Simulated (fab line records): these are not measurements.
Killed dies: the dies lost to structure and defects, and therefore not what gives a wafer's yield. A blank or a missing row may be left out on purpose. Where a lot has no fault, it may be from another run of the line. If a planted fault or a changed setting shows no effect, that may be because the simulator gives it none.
Problem report in the 8D (eight disciplines) form, filled by code / flow sky130 / the parts of the form that need people (team, actions taken, sign-off) are left out

== 1. THE ISSUE ==
POLY_GATE_CVD_00_THK at SKY_POLY_GATE_THK_MEAS_01 reads a mean of 162.9 nm on 3 wafers of 1 lot; wafers without a fault read 180.6 nm with a standard deviation of 1.8. Measured from the usual mean, that is -9.8 standard deviations.
Earliest sighting: wafer L231.3 on film metro-02 at day 15 21:39. Wafers with a number at this step in the record: 30, from 10 lots. Rule for "out", or "out of limits": more than 4 standard deviations from the usual mean. The rest of the wafers with a number are treated as sound.

== 2. WHAT THIS IS AND IS NOT ==
question=which readings at this step | is=POLY_GATE_CVD_00_THK | is not=-
question=which lots | is=L231 | is not=L225, L227, L240, L241, L242, L244, L246, L247, L248
question=which wafers of those lots | is=all that have a number | is not=-
question=read on which gauges | is=film metro-02 | is not=film metro-01, film metro-04
question=when | is=from day 15 21:39 | is not=up to then (6 sound wafers); but 21 sound wafers of L240, L241, L242, L244, L246, L247, L248 came after

== 3. THE SUSPECTS, EACH WITH WHAT RULES IT OUT ==
Counting: a tool stays on the suspect list if, at a process step up to the reading, it processed all lots that are out and no sound lot following the first of them.
- the gauge at SKY_POLY_GATE_THK_MEAS_01 has been ruled out. All the wafers that are out were read on film metro-02, but those of them that SKY_POLY_GATE_CVD_00 has rows for are out there too, on other tools.
- lpcvd-01 at SKY_POLY_GATE_CVD_00 (deposits poly-Si, target thk 180 nm, time 720 s): ruled out as a lasting fault. After its first lot that is out, L231 (day 15 20:26), sound lots L240, L241, L242, L244, L246, L248, L247 ran on it.
Left after counting: nothing in the record.

== 4. THE CAUSE (what the simulator had put in) ==
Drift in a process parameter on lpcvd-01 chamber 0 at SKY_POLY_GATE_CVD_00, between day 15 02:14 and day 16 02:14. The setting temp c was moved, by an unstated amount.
Counting ruled it out, wrongly: the rule takes a fault to strike every lot that its tool runs from its start on, and this one did not.

== 5. SEQUENCE OF EFFECTS, ordered by route ==
Rows list readings where the struck wafers' mean (over those with a number) sits beyond 3 standard deviations from the usual. Scope: only readings with a usual standard deviation given in the record; hours: median across lots of the time from each lot's start at the first step in this table that gives one to its start at this step; sigmas: change in usual standard deviations.
hours=0; step=SKY_POLY_GATE_CVD_00; reading=spike tc centre C; usual=620.7 C; on struck wafers=616.2; change=-4.5; sigmas=-4.1
hours=0; step=SKY_POLY_GATE_CVD_00; reading=spike tc lower C; usual=619.9 C; on struck wafers=615.1; change=-4.8; sigmas=-4.4
hours=0; step=SKY_POLY_GATE_CVD_00; reading=spike tc upper C; usual=620.6 C; on struck wafers=616.3; change=-4.3; sigmas=-4.3
hours=0; step=SKY_POLY_GATE_CVD_00; reading=susceptor temp C; usual=619.97 C; on struck wafers=615.44; change=-4.53; sigmas=-16
hours=1; step=SKY_POLY_GATE_THK_MEAS_01; reading=POLY_GATE_CVD_00_THK; usual=180.6 nm; on struck wafers=162.9; change=-17.7; sigmas=-9.8
hours=60; step=SKY_POLY_GATE_ETCH_17; reading=oes product au; usual=0.990 a.u.; on struck wafers=0.926; change=-0.064; sigmas=-7.4
Its process steps:
- SKY_POLY_GATE_CVD_00: deposits poly-Si, target thk 180 nm, time 720 s.
- SKY_POLY_GATE_ETCH_17: etches poly-Si in HBr/Cl2, stops on SiO2, target depth 180 nm, time 70.5 s.

== 6. HOW IT WOULD HAVE BEEN CAUGHT EARLIER ==
Counted from the fault's start at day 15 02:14, it took 19 hours until the first out-of-limits reading at a measuring or inspecting step in this record, taken at day 15 21:39.
The tool's own readings at SKY_POLY_GATE_CVD_00 were out on every struck wafer that the step has a row for (susceptor temp C): an alarm limit on them would have fired on the first of those.
